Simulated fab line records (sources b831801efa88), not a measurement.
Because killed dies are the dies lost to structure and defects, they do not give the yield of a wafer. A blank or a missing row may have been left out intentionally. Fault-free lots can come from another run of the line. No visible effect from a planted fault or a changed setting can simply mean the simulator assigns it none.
fab line records	flow sky130
[record] lots = 14	wafers = 42	last-day = 50
route steps=708 shown VIA1@481 METAL2@486 VIA2@519
lots that met no fault: from a run of the same line without faults
start-h: hours from the record's first day to the start of the lot's first wafer shown	wait-h: hours from the lot's prior step to this one	" repeats the value in the row above	L1.1+2: a row that stands for several wafers	- no value, or no start was given	* or withheld: withheld	< > ~ a bound
route shown NAME@n: names a module that has steps shown in the file, with the first one's number in the route	usual: the fault-free wafers' mean and standard deviation	same: alike in all rows	chamber/n: place in a boat	sites: the reading at each site	_std_site: standard deviation across them	_edge_site: outer sites' mean less inner sites'	radius-mm: for every site, how far away it sits from the centre of the wafer	mask NAME#n: copy n	behind: the most recent tool/chamber to have shaped the wafer	hold: the reason the lot was held/the length of the hold in hours/how it ended	device: names the non-switching transistor (n, p or np)	end of line: tests of these same wafers at the route's end	for a step that has no rows: nothing shown but its recipe	killed: dies that structure and defects cost at the first sort, which is not the same as the wafer's yield	map: a wafer's dies, marking killed ones x, the rest . and places with no die _
set.NAME: the setting the step ran with; set.NAME@STEP: the setting that earlier step ran with	model.NAME: the simulator's own value behind a step, which no gauge read
a sample of lots followed through the steps of the route, with each step as a table and each wafer as a row
services: a tool's chamber out of use, with start hour (start-h, from the record's first day; less than 0 if before it), hours out, and reason
[[steps]]
[step SKY_VIA1_THK_MEAS_23]
[recipe] thk-meas-gauge = xrf	reads = W_of_VIA1_CVD_21
[usual] VIA1_W_THK = 274/3.8
lot.wafer	tool	chamber	start-h	wait-h	VIA1_W_THK[nm]
L936.2	film-metro-01	-	774.22	0.1	276
L936.4	"	-	"	"	272
L936.6	"	-	"	"	279
L937.2	film-metro-01	-	785.46	0.1	271
L937.3	"	-	"	"	269
L937.6	"	-	"	"	268
L939.1	film-metro-03	-	809.76	0.1	272
L939.3	"	-	"	"	272
L939.4	"	-	"	"	274
L940.1	film-metro-01	-	816.59	0.1	272
L940.2	"	-	"	"	280
L940.6	"	-	"	"	268
L945.2	film-metro-03	-	855.05	0.1	269
L945.3	"	-	"	"	269
L945.4	"	-	"	"	270
L946.4	film-metro-02	-	860.07	0.1	279
L946.5	"	-	"	"	278
L946.6	"	-	"	"	280
L951.2	film-metro-01	-	928.14	0.1	276
L951.5	"	-	"	"	278
L951.6	"	-	"	"	274
L952.1	film-metro-02	-	939.63	0.1	277
L952.2	"	-	"	"	279
L952.3	"	-	"	"	278
L953.1	film-metro-01	-	939.95	0.1	270
L953.5	"	-	"	"	269
L953.6	"	-	"	"	269
L954.2	film-metro-03	-	948.44	0.1	273
L954.3	"	-	"	"	268
L954.4	"	-	"	"	271
L955.1	film-metro-01	-	951.65	0.1	273
L955.5	"	-	"	"	272
L955.6	"	-	"	"	274
L957.1	film-metro-01	-	964.12	0.1	271
L957.3	"	-	"	"	279
L957.4	"	-	"	"	272
L959.1	film-metro-01	-	972.94	0.1	270
L959.3	"	-	"	"	273
L959.6	"	-	"	"	271
L958.3	film-metro-03	-	978.95	0.1	271
L958.4	"	-	"	"	276
L958.5	"	-	"	"	268
[step SKY_METAL2_SPUTTER_03]
[recipe] material = Ti	target-thk-nm = 5	power-w = 3000	time-s = 3.3	chamber-pressure-pa = 0.4
[usual] throttle-valve-pct = 30.3/1.1
lot.wafer	tool	chamber	start-h	wait-h	throttle-valve-pct
L936.2	pvd-sputter-03	-	774.64	0.0	32.4
L936.4	"	-	"	"	30.9
L936.6	"	-	"	"	29.3
L937.2	pvd-sputter-02	-	785.88	0.0	28.2
L937.3	"	-	"	"	30.8
L937.6	"	-	"	"	30.7
L939.1	pvd-sputter-03	-	810.20	0.0	30.6
L939.3	"	-	"	"	30.6
L939.4	"	-	"	"	29.3
L940.1	pvd-sputter-02	-	817.03	0.0	30.7
L940.2	"	-	"	"	31.2
L940.6	"	-	"	"	31.0
L945.2	pvd-sputter-03	-	855.48	0.0	32.5
L945.3	"	-	"	"	30.8
L945.4	"	-	"	"	30.5
L946.4	pvd-sputter-04	-	860.47	0.0	29.4
L946.5	"	-	"	"	30.3
L946.6	"	-	"	"	31.8
L951.2	pvd-sputter-03	-	928.57	0.0	30.6
L951.5	"	-	"	"	30.5
L951.6	"	-	"	"	30.5
L952.1	pvd-sputter-03	-	940.07	0.0	29.2
L952.2	"	-	"	"	32.2
L952.3	"	-	"	"	30.6
L953.1	pvd-sputter-04	-	940.38	0.0	29.3
L953.5	"	-	"	"	29.5
L953.6	"	-	"	"	29.2
L954.2	pvd-sputter-03	-	948.87	0.0	30.9
L954.3	"	-	"	"	29.2
L954.4	"	-	"	"	30.7
L955.1	pvd-sputter-02	-	952.08	0.0	27.8
L955.5	"	-	"	"	29.1
L955.6	"	-	"	"	31.0
L957.1	pvd-sputter-04	-	964.55	0.0	29.4
L957.3	"	-	"	"	31.7
L957.4	"	-	"	"	30.2
L959.1	pvd-sputter-04	-	973.38	0.0	29.5
L959.3	"	-	"	"	30.1
L959.6	"	-	"	"	29.5
L958.3	pvd-sputter-04	-	979.36	0.0	29.3
L958.4	"	-	"	"	30.3
L958.5	"	-	"	"	29.3
[step SKY_METAL2_METAL_ETCH_19]
[recipe] target-depth-a = 3600	stop-on = SiO2	over-etch-frac = 0.3	time-s = 78	chemistry = Cl2/BCl3	resist-sidewall-deg = 88	pressure-mtorr = 10	icp-w = 900	bias-w = 48.5	Cl2_flow_sccm = 60	bcl3-flow-sccm = 30
[usual] bcl3-flow-sccm = 29.99/0.086	bias-w = 48.50/0.14	drypump-motor-current-A = 5.9/0.42	oes-product-au = 0.855/0.0052	throttle-valve-pct = 22.264/0.01
lot.wafer	tool	chamber	start-h	wait-h	bcl3-flow-sccm	bias-w	drypump-motor-current-A	oes-product-au	rf-hours-counter-h	throttle-valve-pct
L936.2	rie-metal-04	1	801.64	0.0	29.88	48.45	5.7	0.857	13	22.285
L936.4	"	1	"	"	29.89	48.19	5.7	0.856	-	22.258
L936.6	"	0	"	"	30.05	48.41	5.6	0.858	-	22.267
L937.2	rie-metal-03	0	813.27	0.0	30.15	48.40	6.1	0.850	15	22.257
L937.3	"	1	"	"	29.93	48.40	6.8	0.846	-	22.241
L937.6	"	1	"	"	29.97	48.55	6.8	0.847	-	22.275
L939.1	rie-metal-03	0	836.28	0.1	29.97	48.71	6.1	0.854	16	22.256
L939.3	"	0	"	"	29.92	48.55	6.1	0.850	-	22.260
L939.4	"	0	"	"	29.85	48.73	6.1	0.859	-	22.275
L940.1	rie-metal-03	1	843.42	0.0	30.04	48.51	6.8	0.852	1	22.278
L940.2	"	0	"	"	29.93	48.34	6.1	0.855	16	22.263
L940.6	"	1	"	"	29.99	48.35	6.8	0.850	-	22.250
L945.2	rie-metal-03	0	882.32	0.0	-	-	-	-	-	-
L945.3	"	0	"	"	-	-	-	-	-	-
L945.4	"	1	"	"	-	-	-	-	-	-
L946.4	rie-metal-03	0	886.85	0.1	-	-	-	-	-	-
L946.5	"	0	"	"	-	-	-	-	-	-
L946.6	"	1	"	"	-	-	-	-	-	-
L951.2	rie-metal-04	1	954.09	0.0	30.01	48.59	5.7	0.855	3	22.264
L951.5	"	1	"	"	29.96	48.53	5.7	0.863	-	22.263
L951.6	"	0	"	"	30.01	48.60	5.7	0.852	-	22.261
L952.1	rie-metal-03	1	965.24	0.0	30.00	48.43	6.8	0.852	11	22.280
L952.2	"	0	"	"	30.16	48.50	6.1	0.852	2	22.253
L952.3	"	0	"	"	30.08	48.55	6.1	0.854	-	22.260
L953.1	rie-metal-04	0	965.59	0.0	29.84	48.57	5.6	0.855	15	22.260
L953.5	"	1	"	"	29.74	48.63	5.7	0.860	-	22.256
L953.6	"	0	"	"	29.96	48.46	5.7	0.852	-	22.250
L954.2	rie-metal-02	0	975.46	0.1	30.02	48.43	5.3	0.857	3	22.268
L954.3	"	1	"	"	29.94	48.31	6.1	0.858	-	22.261
L954.4	"	0	"	"	29.89	48.33	5.4	0.854	-	22.260
L955.1	rie-metal-04	1	977.89	0.0	30.09	48.78	5.7	0.863	4	22.273
L955.5	"	1	"	"	29.98	48.63	5.7	0.859	-	22.270
L955.6	"	0	"	"	30.04	48.28	5.7	0.856	-	22.261
L957.1	rie-metal-03	1	989.08	0.0	30.15	48.42	6.8	0.862	12	22.257
L957.3	"	0	"	"	30.04	48.44	6.1	0.850	-	22.258
L957.4	"	1	"	"	29.99	48.33	6.8	0.865	-	22.269
L959.1	rie-metal-04	0	997.19	0.0	30.04	48.69	5.7	0.858	16	22.267
L959.3	"	1	"	"	30.01	48.35	5.7	0.848	-	22.261
L959.6	"	0	"	"	30.15	48.59	5.7	0.851	-	22.276
L958.3	rie-metal-04	0	1003.27	0.1	30.00	48.49	5.7	0.859	-	22.253
L958.4	"	1	"	"	30.05	48.70	5.7	0.865	-	22.258
L958.5	"	1	"	"	29.98	48.52	5.7	0.864	-	22.271
[step SKY_METAL2_STRIP_20]
[recipe] chemistry = O2/N2	power-w = 1400	pressure-mtorr = 1500	platen-temp-c = withheld	o2-flow-sccm = 3000	n2-flow-sccm = 300	overash-fraction = 0.5
[usual] drypump-motor-current-A = 6.0/0.37	n2-flow-sccm = 300.1/0.85	oes-product-au = 0.343/0.005	strip-time-to-endpoint-s = 2.70/0.049
lot.wafer	tool	chamber	start-h	wait-h	drypump-motor-current-A	n2-flow-sccm	oes-product-au	rf-hours-counter-h	strip-time-to-endpoint-s
L936.2	plasma-asher-01	1	801.73	0.1	6.6	300.2	0.343	6	2.66
L936.4	"	1	"	"	6.6	299.2	0.339	-	2.66
L936.6	"	1	"	"	6.6	299.7	0.343	-	2.76
L937.2	plasma-asher-04	0	813.36	0.1	5.8	298.5	0.344	38	2.72
L937.3	"	0	"	"	5.8	299.7	0.339	-	2.68
L937.6	"	1	"	"	5.7	300.9	0.342	-	2.69
L939.1	plasma-asher-04	1	836.46	0.1	5.7	299.7	0.345	40	2.70
L939.3	"	1	"	"	5.7	299.9	0.340	-	2.72
L939.4	"	0	"	"	5.8	300.7	0.337	-	2.71
L940.1	plasma-asher-02	1	843.51	0.1	6.1	300.7	0.339	102	2.70
L940.2	"	0	"	"	6.0	299.7	0.341	102	2.72
L940.6	"	0	"	"	6.0	300.7	0.336	-	2.68
L945.2	plasma-asher-04	0	882.41	0.1	5.8	299.5	0.441	45	5.19
L945.3	"	1	"	"	5.7	299.1	0.445	-	5.20
L945.4	"	0	"	"	5.8	298.6	0.446	-	5.20
L946.4	plasma-asher-04	0	886.95	0.1	5.8	300.7	0.440	-	5.19
L946.5	"	0	"	"	5.8	301.6	0.448	-	5.21
L946.6	"	1	"	"	5.7	298.7	0.449	-	5.20
L951.2	plasma-asher-01	1	954.18	0.1	6.6	299.9	0.344	21	2.64
L951.5	"	1	"	"	6.5	299.4	0.338	-	2.62
L951.6	"	0	"	"	5.6	300.6	0.336	-	2.73
L952.1	plasma-asher-01	0	965.33	0.1	5.5	299.9	0.345	22	2.71
L952.2	"	1	"	"	6.6	300.7	0.341	22	2.70
L952.3	"	1	"	"	6.6	299.7	0.329	-	2.71
L953.1	plasma-asher-02	1	965.68	0.1	6.1	300.4	0.345	114	2.75
L953.5	"	0	"	"	5.9	301.3	0.334	-	2.70
L953.6	"	1	"	"	6.1	299.0	0.348	-	2.79
L954.2	plasma-asher-01	0	975.58	0.1	5.6	299.8	0.338	23	2.66
L954.3	"	0	"	"	5.5	299.5	0.340	-	2.66
L954.4	"	1	"	"	6.6	301.0	0.332	-	2.66
L955.1	plasma-asher-04	0	977.98	0.1	5.8	300.4	0.342	55	2.67
L955.5	"	1	"	"	5.7	300.7	0.340	-	2.67
L955.6	"	0	"	"	5.8	300.5	0.344	-	2.76
L957.1	plasma-asher-01	0	989.17	0.1	5.5	300.4	0.353	25	2.77
L957.3	"	0	"	"	5.6	299.4	0.346	-	2.70
L957.4	"	1	"	"	6.6	299.5	0.341	-	2.73
L959.1	plasma-asher-02	1	997.28	0.1	6.1	298.2	0.349	115	2.78
L959.3	"	1	"	"	6.1	300.5	0.341	-	2.67
L959.6	"	1	"	"	6.1	300.0	0.344	-	2.75
L958.3	plasma-asher-02	1	1003.37	0.1	6.1	299.2	0.347	-	2.75
L958.4	"	0	"	"	6.0	298.9	0.339	-	2.65
L958.5	"	0	"	"	6.0	299.1	0.342	-	2.65
[step SKY_VIA2_CD_MEAS_12]
[recipe] target-cd-nm = 200
[usual] cd-nm = 199.7/1.7
lot.wafer	tool	chamber	start-h	wait-h	cd-nm
L936.2	cd-sem-01	-	828.16	-	201.6
L936.4	"	-	"	"	201.4
L936.6	"	-	"	"	201.9
L937.2	cd-sem-01	-	840.95	-	202.2
L937.3	"	-	"	"	202.5
L937.6	"	-	"	"	202.2
L939.1	cd-sem-01	-	863.68	-	200.6
L939.3	"	-	"	"	199.3
L939.4	"	-	"	"	200.1
L940.1	cd-sem-01	-	870.93	-	203.3
L940.2	"	-	"	"	201.9
L940.6	"	-	"	"	201.6
L951.2	cd-sem-01	-	980.16	-	198.0
L951.5	"	-	"	"	196.8
L951.6	"	-	"	"	198.1
L952.1	cd-sem-01	-	990.03	-	203.6
L952.2	"	-	"	"	203.2
L952.3	"	-	"	"	201.9
L953.1	cd-sem-02	-	991.43	-	201.2
L953.5	"	-	"	"	200.7
L953.6	"	-	"	"	201.2
L954.2	cd-sem-01	-	1000.55	-	198.2
L954.3	"	-	"	"	198.3
L954.4	"	-	"	"	199.6
L955.1	cd-sem-01	-	1002.63	-	198.2
L955.5	"	-	"	"	198.7
L955.6	"	-	"	"	198.7
L957.1	cd-sem-02	-	1013.09	-	197.1
L957.3	"	-	"	"	198.3
L957.4	"	-	"	"	197.9
L959.1	cd-sem-01	-	1020.94	-	197.6
L959.3	"	-	"	"	198.0
L959.6	"	-	"	"	197.3
L958.3	cd-sem-01	-	1026.92	-	199.1
L958.4	"	-	"	"	198.6
L958.5	"	-	"	"	197.9
[[services]]
tool	chamber	start-h	hours	kind
rie-metal-04	1	760.89	6.4	repair
pvd-sputter-04	-	771.78	50.9	repair
plasma-asher-01	-	780.32	0.9	repair
rie-metal-03	1	784.20	-	clean
rie-metal-03	1	784.20	16.2	scheduled-down
pvd-sputter-04	-	790.78	3.9	repair
pvd-sputter-04	-	797.89	3.4	repair
rie-metal-03	1	833.97	4.0	repair
pvd-sputter-03	-	852.90	2.4	repair
plasma-asher-02	-	856.33	5.3	repair
pvd-sputter-03	-	859.39	0.8	repair
rie-metal-02	-	870.25	28.1	pm
plasma-asher-02	-	882.39	11.8	repair
plasma-asher-02	-	892.43	0.4	repair
pvd-sputter-02	-	898.14	1.7	repair
rie-metal-04	-	904.69	0.1	repair
rie-metal-02	0	911.27	20.4	repair
pvd-sputter-04	-	913.26	2.2	repair
rie-metal-04	-	946.55	0.8	repair
plasma-asher-04	-	947.46	2.5	repair
pvd-sputter-02	-	972.84	3.3	repair
plasma-asher-02	-	975.35	14.6	pm
pvd-sputter-04	-	993.61	7.5	repair
plasma-asher-02	-	1000.55	2.4	repair
[[key]]
[first-sign] step = SKY_METAL2_METAL_ETCH_19	reading = tool-record	direction = missing
[effect] step = SKY_METAL2_STRIP_20	reading = strip-time-to-endpoint-s	direction = up	sigmas = 51	usual = *	struck = *
met-at SKY_METAL2_METAL_ETCH_19
struck-lots L945,L946
later-rows-left-out L945.2,L945.3,L945.4,L946.4,L946.5,L946.6
sort-left-out L945.2,L945.3,L945.4,L946.4,L946.5,L946.6
not-acting-at SKY_VIA1_THK_MEAS_23,SKY_METAL2_SPUTTER_03,SKY_VIA2_CD_MEAS_12
onset-between 843.42 882.32
[fault] kind = skipped-step-whole	tool = rie-metal-03	chamber = -	onset-h = 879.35	steps = SKY_METAL2_METAL_ETCH_19	scope = struck-lots-only
// sort-left-out: the simulated sort isn't trusted on such a fault, so these wafers' sort isn't shown, and their yield isn't known
// later-rows-left-out: the simulator's readings of these wafers behind a module that went badly wrong aren't trusted and aren't shown, but for the sort
